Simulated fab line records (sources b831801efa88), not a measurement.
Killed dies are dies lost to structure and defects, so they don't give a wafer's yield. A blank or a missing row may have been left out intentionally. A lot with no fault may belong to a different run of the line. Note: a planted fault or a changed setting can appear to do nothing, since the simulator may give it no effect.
Which tool was responsible?	flow gf180mcu	24 lots, 72 wafers sampled, at 3 steps of a route of 602

== WHAT EACH GAUGE READ, for each wafer ==
GF_V1_CD_MEAS_14: target cd 260 nm.
lot	measured	on	cd-nm (nm)
L074	day 18 01:41	cd-sem-02	258.9 259.6 259.3
L075	day 18 12:58	cd-sem-02	260.3 259.9 261.0
L076	day 18 17:25	cd-sem-01	258.9 259.1 258.4
L077	day 19 06:24	cd-sem-01	260.7 261.4 259.8
L078	day 19 11:43	cd-sem-01	260.8 259.6 261.3
L079	day 19 23:01	cd-sem-01	259.0 258.2 258.7
L080	day 20 14:31	cd-sem-01	258.7 258.4 259.5
L081	day 20 17:46	cd-sem-01	261.0 260.4 260.7
L082	day 21 05:18	cd-sem-01	262.3 261.3 261.3
L083	day 21 11:34	cd-sem-01	258.7 258.2 259.2
L084	day 22 00:02	cd-sem-02	257.5 258.0 258.4
L085	day 22 06:40	cd-sem-01	260.3 259.9 260.0
L086	day 22 19:19	cd-sem-02	261.8 261.3 262.1
L087	day 23 08:04	cd-sem-02	259.2 259.8 260.6
L088	day 23 19:13	cd-sem-02	260.0 259.7 259.6
L089	day 23 23:45	cd-sem-01	261.9 260.5 260.8
L090	day 24 04:48	cd-sem-01	258.6 258.8 259.0
L091	day 24 09:31	cd-sem-01	259.6 260.5 259.5
L092	day 24 22:40	cd-sem-02	260.9 259.7 259.3
L093	day 25 01:47	cd-sem-02	262.1 260.2 260.6
L094	day 25 09:34	cd-sem-01	259.8 259.3 259.8
L095	day 25 14:58	cd-sem-02	261.0 260.7 261.3
L096	day 25 16:48	cd-sem-02	259.8 260.0 260.6
L097	day 26 02:54	cd-sem-01	258.0 258.6 259.5

GF_V3_OVL_MEAS_15.
lot	measured	on	V3_OVL (nm)
L074	day 22 09:46	overlay-02	9 9 3
L075	day 22 18:47	overlay-02	-1 -17 2
L076	day 22 23:28	overlay-02	-7 -3 6
L077	day 23 11:51	overlay-02	-12 -12 -2
L078	day 23 16:49	overlay-02	4 3 7
L079	day 24 03:44	overlay-01	-1 -1 -6
L080	day 24 17:31	overlay-02	12 9 14
L081	day 24 21:28	overlay-02	0 -1 7
L082	day 25 06:13	overlay-01	0 2 3
L083	day 25 12:32	overlay-01	2 -5 -8
L084	day 26 00:11	overlay-01	-1 -4 1
L085	day 26 05:52	overlay-02	9 6 7
L086	day 26 17:41	overlay-02	1 -5 0
L087	day 27 05:23	overlay-01	8 3 12
L088	day 27 15:14	overlay-02	10 -5 5
L089	day 27 19:11	overlay-02	0 1 -5
L090	day 27 23:53	overlay-01	-9 4 -8
L091	day 28 03:04	overlay-01	15 4 7
L092	day 28 14:14	overlay-01	7 -3 -4
L093	day 28 17:29	overlay-01	4 -3 6
L094	day 29 02:04	overlay-01	-1 -11 -7
L095	day 29 05:46	overlay-01	-6 -8 -5
L096	day 29 06:37	overlay-02	1 -5 -3
L097	day 29 16:40	overlay-01	5 -2 1

== TOOL THAT RAN EACH LOT (tool first, then ch and the chambers of the sampled wafers, then the start) ==
lot	GF_V2_SPUTTER_22
L074	pvd-sputter-01, day 20 07:14
L075	pvd-sputter-03, day 20 16:59
L076	pvd-sputter-04, day 20 22:08
L077	pvd-sputter-01, day 21 11:10
L078	pvd-sputter-04, day 21 15:56
L079	pvd-sputter-03, day 22 03:21
L080	pvd-sputter-03, day 22 17:47
L081	pvd-sputter-03, day 22 21:13
L082	pvd-sputter-01, day 23 07:46
L083	pvd-sputter-01, day 23 13:34
L084	pvd-sputter-01, day 24 01:49
L085	pvd-sputter-01, day 24 07:46
L086	pvd-sputter-01, day 24 20:16
L087	pvd-sputter-03, day 25 09:33
L088	pvd-sputter-03, day 25 19:01
L089	pvd-sputter-01, day 25 23:32
L090	pvd-sputter-01, day 26 04:26
L091	pvd-sputter-04, day 26 08:36
L092	pvd-sputter-03, day 26 20:37
L093	pvd-sputter-04, day 27 00:28
L094	pvd-sputter-03, day 27 07:17
L095	pvd-sputter-03, day 27 11:58
L096	pvd-sputter-01, day 27 13:28
L097	pvd-sputter-03, day 28 00:24
- GF_V2_SPUTTER_22: material TiN, target thk 10 nm, time 40 s.

== WHAT THE TOOLS THEMSELVES READ (means of the sampled wafers that have a number; where no wafer has one, the mark that the record gives instead) ==
GF_V2_SPUTTER_22.
lot	tool	throttle-valve-pct (%)
L074	pvd-sputter-01	30.6
L075	pvd-sputter-03	30.6
L076	pvd-sputter-04	29.9
L077	pvd-sputter-01	30.2
L078	pvd-sputter-04	29.4
L079	pvd-sputter-03	30.9
L080	pvd-sputter-03	30.6
L081	pvd-sputter-03	30.6
L082	pvd-sputter-01	31.5
L083	pvd-sputter-01	30.8
L084	pvd-sputter-01	30.7
L085	pvd-sputter-01	30.7
L086	pvd-sputter-01	31.3
L087	pvd-sputter-03	30.7
L088	pvd-sputter-03	30.6
L089	pvd-sputter-01	30.5
L090	pvd-sputter-01	30.6
L091	pvd-sputter-04	29.9
L092	pvd-sputter-03	30.9
L093	pvd-sputter-04	30.2
L094	pvd-sputter-03	30.4
L095	pvd-sputter-03	30.6
L096	pvd-sputter-01	30.9
L097	pvd-sputter-03	30.7

== THE ANSWER, worked out from the rows above alone ==
Rule: the usual values come from the lots themselves. The widest of any qualifying gaps counts: lots, ordered by their means at a reading, are off when they make up no more than a third of the lots, leave a main group of 4 or more, and stand apart from it by 3 or more times the standard deviation of that group's means. The tables above print the reading to a certain number of digits; a main group whose means all agree to those digits is not used. Also off: a lot with no number at a reading for which 4 or more lots have one. The other lots that the step has rows for count as sound. The gauges are gone through in route order, then the tools' own readings, and for those a lot's mean is taken as printed above. At the first step where some lot is off, the reading lying furthest off is the one used; lots without a number count as furthest.
No lot is off on any of the readings shown, so nothing can be concluded from this.

== WHAT THE SIMULATOR HAD INSERTED ==
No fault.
